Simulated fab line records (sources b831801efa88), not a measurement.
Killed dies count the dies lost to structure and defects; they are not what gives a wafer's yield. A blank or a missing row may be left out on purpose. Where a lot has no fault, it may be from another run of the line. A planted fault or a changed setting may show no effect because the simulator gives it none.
Problem report in the 8D (eight disciplines) form, filled by code ; flow sky130 ; the parts of the form that need people (team, actions taken, sign-off) are left out

## 1. WHAT IS WRONG
Wafers without a fault read 15, standard deviation 4.5; killed-at-front-end at SKY_PAD_OPEN_PROBE_99 reads a mean of 60 on 9 wafers belonging to 3 lots. Relative to the usual mean, that is a shift of +10 standard deviations.
First seen on wafer L252.1, day 49 17:28, on prober-01. At this step, 15 wafers from 5 lots have a number in the record. By rule, "out" or "out of limits" means more than 4 standard deviations away from the usual mean. Any other wafer with a number is counted as sound.

## 2. WHAT IT IS, WHAT IT ISN'T
question;is;is not
which readings at this step;killed-at-front-end;killed_at_M4_up, killed-at-contacts, killed-at-other, killed-short
which lots;L252, L255, L257;L240, L242
which wafers of those lots;all that have a number;-
read on which tools;prober-01, prober-02;-
when;from day 49 17:28;up to then (6 sound wafers)

## 3. THE SUSPECTS, EACH WITH WHAT RULES IT OUT
Counting: a tool stays on the suspect list if, at a process step up to the reading, it processed all lots that are out and no sound lot following the first of them.
- rie-si-02 at SKY_FIELD_ISO_ETCH_17 (etches Si in HBr/Cl2/O2, target depth 342 nm, time 97.7 s): kept. It processed each lot that is out, first L252 at day 5 17:09, and no sound lot thereafter; up to then, the last sound lot it processed was L242 at day 3 16:36.
Left after counting: rie-si-02 at SKY_FIELD_ISO_ETCH_17.

## 4. THE CAUSE (what the simulator had put in)
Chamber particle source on rie-si-02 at SKY_FIELD_ISO_ETCH_17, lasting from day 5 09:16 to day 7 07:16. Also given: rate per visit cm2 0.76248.
The count eliminated every tool but this one.

## 5. THE EFFECT CHAIN, in route order
Rows list readings where the struck wafers' mean (over those with a number) sits beyond 3 standard deviations from the usual. Readings are gone through only where the record gives a usual standard deviation; hours: the median, over the lots, of the time from a lot's start at the first step in this table giving one to that lot's start at this step; sigmas: the change measured in usual standard deviations.
hours;step;reading;usual;on struck wafers;change;sigmas
0;SKY_PAD_OPEN_PROBE_99;killed-at-front-end;15;60;+45;+10
0;SKY_PAD_OPEN_PROBE_99;killed-dies;85;119;+34;+3.6
Its process steps:
- SKY_PAD_OPEN_PROBE_99

## 6. WHAT WOULD HAVE CAUGHT IT SOONER
First out-of-limits reading in this record: day 49 17:28, which is 1064 hours after fault onset at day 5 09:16.
Of the tool readings at SKY_FIELD_ISO_ETCH_17 for which the record gives a usual standard deviation, none was out on any struck wafer, so an alarm limit of 4 standard deviations on them would not have fired.
All the lots that are out (3) had begun SKY_FIELD_ISO_ETCH_17 on rie-si-02 by day 49 17:28. Had the tool been put on hold then, not one of them would have been saved.
